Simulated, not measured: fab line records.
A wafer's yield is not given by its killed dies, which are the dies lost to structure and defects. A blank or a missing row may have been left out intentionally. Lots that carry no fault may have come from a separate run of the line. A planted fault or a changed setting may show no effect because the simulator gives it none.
fab line records	flow sky130
record lots=12	wafers=36	last-day=50
route steps=708 shown NWELL@77 GATE_OXIDE@200 SD_P@327
lots with no fault: from the same line, run without faults
start-h: start of the lot's first displayed wafer, in hours after the record's first day	wait-h: hours since the lot's step before	" as in the row above	L1.1+2: a row that stands for several wafers	- no value, or no start given	* or withheld: withheld	< > ~ a bound
route shown NAME@n: NAME is a module with steps in the file, n the number in the route of the first one	usual: mean and standard deviation over wafers with no fault	same: alike in all rows	chamber/n: place in a boat	sites: the reading at each site	_std_site: standard deviation of those values	_edge_site: inner sites' mean taken away from outer sites' mean	radius-mm: how far each site lies from the wafer's centre	mask NAME#n: copy n	behind: the most recent tool/chamber to have shaped the wafer	hold: reason for holding the lot/hours on hold/outcome of the hold	device: the n, p or np transistor that did not switch	end of line: the route-end tests of the same wafers	a step with no rows: only its recipe	killed: at the first sort, the dies lost to defects and structure; wafer yield is something else	map: per-die view of a wafer (x killed, . not killed, _ where there is no die)
set.NAME: the setting the step ran with; set.NAME@STEP: the setting that earlier step ran with	model.NAME: the simulator's own value behind a step, which no gauge read
one table for each step of the route and one row for each wafer, over a sample of lots
services: from which hour (start-h, from the record's first day; less than 0 if before it) a tool's chamber was out of use, for how many hours, and why
## steps
# step SKY_NWELL_IMPLANT_24
# recipe species=B	energy-kev=140	dose-cm2=9.2e+12	tilt-deg=withheld
# usual beam-on-s=9.99/0.19
lot.wafer	tool	chamber	start-h	wait-h	beam-on-s
L468.2	implanter-04	0	117.35	0.0	9.59
L468.4	"	0	"	"	10.07
L468.5	"	0	"	"	9.80
L469.2	implanter-02	0	123.85	0.0	9.78
L469.3	"	0	"	"	10.16
L469.6	"	0	"	"	9.95
L471.2	implanter-04	0	137.67	0.0	10.05
L471.5	"	0	"	"	9.89
L471.6	"	0	"	"	10.22
L472.2	implanter-04	0	145.65	0.0	9.95
L472.4	"	0	"	"	10.09
L472.6	"	0	"	"	9.73
L473.1	implanter-01	0	146.43	0.0	9.80
L473.4	"	0	"	"	9.92
L473.5	"	0	"	"	10.06
L474.4	implanter-01	0	152.70	0.1	10.15
L474.5	"	0	"	"	10.14
L474.6	"	0	"	"	10.26
L474.4	implanter-01	0	153.02	0.3	9.96
L474.5	"	0	"	"	9.95
L474.6	"	0	"	"	9.69
L475.1	implanter-02	0	157.70	0.0	10.19
L475.2	"	0	"	"	9.78
L475.3	"	0	"	"	9.94
L475.1	implanter-02	0	158.02	0.3	9.70
L475.2	"	0	"	"	10.28
L475.3	"	0	"	"	10.12
L482.1	implanter-02	0	204.09	0.0	10.02
L482.5	"	0	"	"	9.99
L482.6	"	0	"	"	9.82
L486.1	implanter-02	0	222.15	0.0	9.81
L486.3	"	0	"	"	9.86
L486.6	"	0	"	"	9.96
L487.3	implanter-02	0	229.13	0.1	10.06
L487.4	"	0	"	"	9.73
L487.5	"	0	"	"	9.80
L488.2	implanter-04	0	240.72	0.0	10.00
L488.3	"	0	"	"	9.91
L488.4	"	0	"	"	9.79
L489.3	implanter-01	0	245.68	0.1	9.87
L489.4	"	0	"	"	10.02
L489.5	"	0	"	"	10.14
# step SKY_NWELL_TW_MEAS_26
# usual NWELL_2_TW=497/4.9
lot.wafer	tool	chamber	start-h	wait-h	NWELL_2_TW
L468.2	film-metro-01	-	117.59	0.1	502
L468.4	"	-	"	"	503
L468.5	"	-	"	"	499
L469.2	film-metro-01	-	124.09	0.1	502
L469.3	"	-	"	"	498
L469.6	"	-	"	"	501
L471.2	film-metro-02	-	137.91	0.1	497
L471.5	"	-	"	"	497
L471.6	"	-	"	"	498
L472.2	film-metro-01	-	145.89	0.1	501
L472.4	"	-	"	"	504
L472.6	"	-	"	"	502
L473.1	film-metro-01	-	146.68	0.1	504
L473.4	"	-	"	"	502
L473.5	"	-	"	"	502
L474.4	film-metro-03	-	153.22	0.1	609
L474.5	"	-	"	"	611
L474.6	"	-	"	"	607
L475.1	film-metro-02	-	158.27	0.1	623
L475.2	"	-	"	"	623
L475.3	"	-	"	"	623
L482.1	film-metro-03	-	204.34	0.1	493
L482.5	"	-	"	"	491
L482.6	"	-	"	"	493
L486.1	film-metro-03	-	222.40	0.1	489
L486.3	"	-	"	"	491
L486.6	"	-	"	"	490
L487.3	film-metro-02	-	229.35	0.1	501
L487.4	"	-	"	"	498
L487.5	"	-	"	"	498
L488.2	film-metro-02	-	240.96	0.1	501
L488.3	"	-	"	"	500
L488.4	"	-	"	"	502
L489.3	film-metro-02	-	245.90	0.1	498
L489.4	"	-	"	"	501
L489.5	"	-	"	"	501
# step SKY_GATE_OXIDE_STRIP_13
# recipe chemistry=O2/N2	power-w=1400	pressure-mtorr=1500	platen-temp-c=withheld	o2-flow-sccm=3000	n2-flow-sccm=300	overash-fraction=0.5
# usual drypump-motor-current-A=6.0/0.44	oes-product-au=0.717/0.0047	strip-time-to-endpoint-s=14.18/0.041
lot.wafer	tool	chamber	start-h	wait-h	drypump-motor-current-A	oes-product-au	rf-hours-counter-h	strip-time-to-endpoint-s
L468.2	plasma-asher-04	1	327.28	0.0	6.4	0.726	63	14.20
L468.4	"	0	"	"	5.2	0.713	-	14.18
L468.5	"	0	"	"	5.2	0.714	-	14.20
L469.2	plasma-asher-03	0	343.58	0.0	6.6	0.727	66	14.16
L469.3	"	0	"	"	6.6	0.718	-	14.15
L469.6	"	1	"	"	6.0	0.720	-	14.20
L471.2	plasma-asher-03	0	356.64	0.0	6.6	0.709	68	14.15
L471.5	"	1	"	"	6.0	0.718	-	14.20
L471.6	"	0	"	"	6.6	0.717	-	14.18
L472.2	plasma-asher-03	1	365.29	0.0	6.1	0.721	68	14.12
L472.4	"	0	"	"	6.6	0.708	-	14.12
L472.6	"	1	"	"	6.1	0.723	-	14.13
L473.1	plasma-asher-04	1	365.50	0.0	6.4	0.708	67	14.14
L473.4	"	1	"	"	6.4	0.714	-	14.16
L473.5	"	1	"	"	6.5	0.712	-	14.12
L474.4	plasma-asher-04	0	374.68	0.0	5.1	0.727	-	14.17
L474.5	"	0	"	"	5.2	0.719	-	14.22
L474.6	"	1	"	"	6.4	0.719	-	14.20
L475.1	plasma-asher-03	0	384.15	0.0	6.6	0.721	70	14.11
L475.2	"	1	"	"	6.0	0.720	70	14.14
L475.3	"	0	"	"	6.6	0.723	-	14.14
L482.1	plasma-asher-02	0	446.08	0.0	5.9	0.711	32	14.28
L482.5	"	0	"	"	5.9	0.713	-	14.28
L482.6	"	1	"	"	5.9	0.719	-	14.25
L487.3	plasma-asher-02	1	482.76	0.0	5.9	0.718	-	14.21
L487.4	"	0	"	"	5.9	0.718	-	14.19
L487.5	"	1	"	"	5.9	0.718	-	14.24
L486.1	plasma-asher-04	0	483.03	0.0	5.1	0.725	79	14.12
L486.3	"	1	"	"	6.4	0.719	-	14.18
L486.6	"	0	"	"	5.2	0.723	-	14.14
L488.2	plasma-asher-03	1	499.83	0.0	6.0	0.723	7	14.18
L488.3	"	1	"	"	6.0	0.712	-	14.15
L488.4	"	0	"	"	6.6	0.713	-	14.17
L489.3	plasma-asher-03	0	505.47	0.0	6.6	0.726	-	14.18
L489.4	"	1	"	"	6.0	0.715	-	14.18
L489.5	"	1	"	"	6.1	0.711	-	14.18
# step SKY_SD_P_CD_MEAS_07
# recipe target-cd-nm=380
# usual cd-nm=379.6/2.5
lot.wafer	tool	chamber	start-h	wait-h	cd-nm
L468.2	cd-sem-02	-	608.01	0.1	380.0
L468.4	"	-	"	"	380.6
L468.5	"	-	"	"	381.2
L469.2	cd-sem-01	-	623.82	0.1	378.7
L469.3	"	-	"	"	376.9
L469.6	"	-	"	"	376.3
L471.2	cd-sem-01	-	643.41	0.1	380.5
L471.5	"	-	"	"	379.8
L471.6	"	-	"	"	379.7
L472.2	cd-sem-02	-	650.86	0.1	378.7
L472.4	"	-	"	"	380.7
L472.6	"	-	"	"	379.9
L473.1	cd-sem-02	-	653.84	0.1	378.9
L473.4	"	-	"	"	377.8
L473.5	"	-	"	"	375.9
L474.4	cd-sem-02	-	658.95	0.1	380.5
L474.5	"	-	"	"	382.6
L474.6	"	-	"	"	379.9
L475.1	cd-sem-01	-	669.25	0.1	386.2
L475.2	"	-	"	"	384.7
L475.3	"	-	"	"	382.8
L482.1	cd-sem-01	-	723.14	0.1	380.6
L482.5	"	-	"	"	381.9
L482.6	"	-	"	"	379.5
L487.3	cd-sem-02	-	757.43	0.1	378.8
L487.4	"	-	"	"	377.2
L487.5	"	-	"	"	378.2
L486.1	cd-sem-02	-	759.63	0.3	377.4
L486.3	"	-	"	"	376.8
L486.6	"	-	"	"	374.9
L488.2	cd-sem-02	-	769.92	0.1	381.6
L488.3	"	-	"	"	382.8
L488.4	"	-	"	"	382.6
L489.3	cd-sem-01	-	775.94	0.1	376.2
L489.4	"	-	"	"	377.7
L489.5	"	-	"	"	376.0
# step SKY_SD_P_STRIP_10
# recipe chemistry=O2/N2	power-w=1400	pressure-mtorr=1500	platen-temp-c=withheld	o2-flow-sccm=3000	n2-flow-sccm=300	overash-fraction=0.5
# usual drypump-motor-current-A=5.7/0.47	oes-product-au=0.616/0.0045	strip-time-to-endpoint-s=17.54/0.04
lot.wafer	tool	chamber	start-h	wait-h	drypump-motor-current-A	oes-product-au	rf-hours-counter-h	strip-time-to-endpoint-s
L468.2	plasma-asher-04	0	608.29	0.1	5.1	0.611	91	17.54
L468.4	"	1	"	"	6.4	0.615	-	17.51
L468.5	"	1	"	"	6.4	0.612	-	17.55
L469.2	plasma-asher-02	0	624.11	0.1	5.9	0.613	50	17.62
L469.3	"	1	"	"	5.9	0.613	-	17.62
L469.6	"	1	"	"	5.9	0.615	-	17.59
L471.2	plasma-asher-01	1	643.70	0.1	5.2	0.617	87	17.52
L471.5	"	0	"	"	5.5	0.613	-	17.54
L471.6	"	1	"	"	5.1	0.620	-	17.51
L472.2	plasma-asher-04	1	651.15	0.1	6.4	0.614	95	17.48
L472.4	"	0	"	"	5.2	0.611	-	17.46
L472.6	"	0	"	"	5.2	0.613	-	17.46
L473.1	plasma-asher-02	0	654.14	0.1	5.9	0.622	53	17.55
L473.4	"	0	"	"	5.9	0.615	-	17.52
L473.5	"	1	"	"	5.9	0.612	-	17.54
L474.4	plasma-asher-04	1	659.23	0.1	6.5	0.617	-	17.45
L474.5	"	1	"	"	6.5	0.616	-	17.48
L474.6	"	0	"	"	5.2	0.619	-	17.47
L475.1	plasma-asher-02	0	669.56	0.1	5.9	0.614	55	17.52
L475.2	"	1	"	"	5.9	0.616	55	17.53
L475.3	"	1	"	"	5.9	0.617	-	17.53
L482.1	plasma-asher-02	0	723.44	0.1	5.9	0.615	62	17.57
L482.5	"	0	"	"	5.9	0.617	-	17.59
L482.6	"	1	"	"	5.9	0.624	-	17.59
L487.3	plasma-asher-01	1	757.73	0.1	5.2	0.612	-	17.58
L487.4	"	0	"	"	5.5	0.610	-	17.58
L487.5	"	1	"	"	5.2	0.615	-	17.60
L486.1	plasma-asher-04	0	759.93	0.1	5.2	0.612	1	17.54
L486.3	"	0	"	"	5.2	0.616	-	17.51
L486.6	"	1	"	"	6.5	0.625	-	17.48
L488.2	plasma-asher-01	0	770.21	0.1	5.5	0.611	103	17.55
L488.3	"	1	"	"	5.2	0.620	-	17.59
L488.4	"	0	"	"	5.5	0.619	-	17.59
L489.3	plasma-asher-04	0	776.46	0.1	5.2	0.617	-	17.53
L489.4	"	1	"	"	6.4	0.619	-	17.55
L489.5	"	1	"	"	6.4	0.614	-	17.58
## services
tool	chamber	start-h	hours	kind
plasma-asher-03	-	107.53	14.6	pm
plasma-asher-02	-	108.75	9.0	pm
plasma-asher-04	-	131.09	0.3	repair
implanter-02	-	136.20	16.9	pm
plasma-asher-02	-	193.56	0.6	repair
plasma-asher-04	-	201.56	1.4	repair
plasma-asher-04	-	205.25	5.7	repair
plasma-asher-03	-	260.79	0.9	repair
implanter-02	-	286.46	3.3	pm
plasma-asher-03	-	307.75	2.1	repair
plasma-asher-02	-	378.76	2.0	repair
implanter-02	-	412.27	2.9	repair
plasma-asher-03	-	421.25	9.0	pm
implanter-02	-	440.26	18.5	repair
plasma-asher-02	-	457.38	2.8	pm
implanter-02	-	472.57	1.1	repair
plasma-asher-03	-	524.20	1.9	repair
implanter-02	-	530.70	1.3	repair
plasma-asher-04	-	563.14	1.4	repair
implanter-02	-	585.18	5.4	pm
plasma-asher-04	-	613.84	0.6	repair
plasma-asher-02	-	618.17	1.3	repair
plasma-asher-04	-	733.75	9.0	pm
plasma-asher-04	-	758.64	0.5	repair
## key
first-sign step=SKY_NWELL_IMPLANT_24	reading=visit	direction=added
effect step=SKY_NWELL_TW_MEAS_26	reading=NWELL_2_TW	direction=up	sigmas=24	usual=497	struck=616
met-at SKY_NWELL_IMPLANT_24
struck-lots L474,L475
tester-left-out L474,L475
not-acting-at SKY_GATE_OXIDE_STRIP_13,SKY_SD_P_CD_MEAS_07,SKY_SD_P_STRIP_10
fault kind=repeated-step-whole	tool=implanter-01,implanter-02,implanter-04	chamber=-	onset-h=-	steps=SKY_NWELL_IMPLANT_24	times=1	scope=struck-lots-only
# tester-left-out: of these lots the tester's yield and bins aren't shown, on N5 and GAA mostly nor the transistor test; their killed dies are dies lost to structure and defects alone, not to doping, threshold or leakage, so they don't give the yield
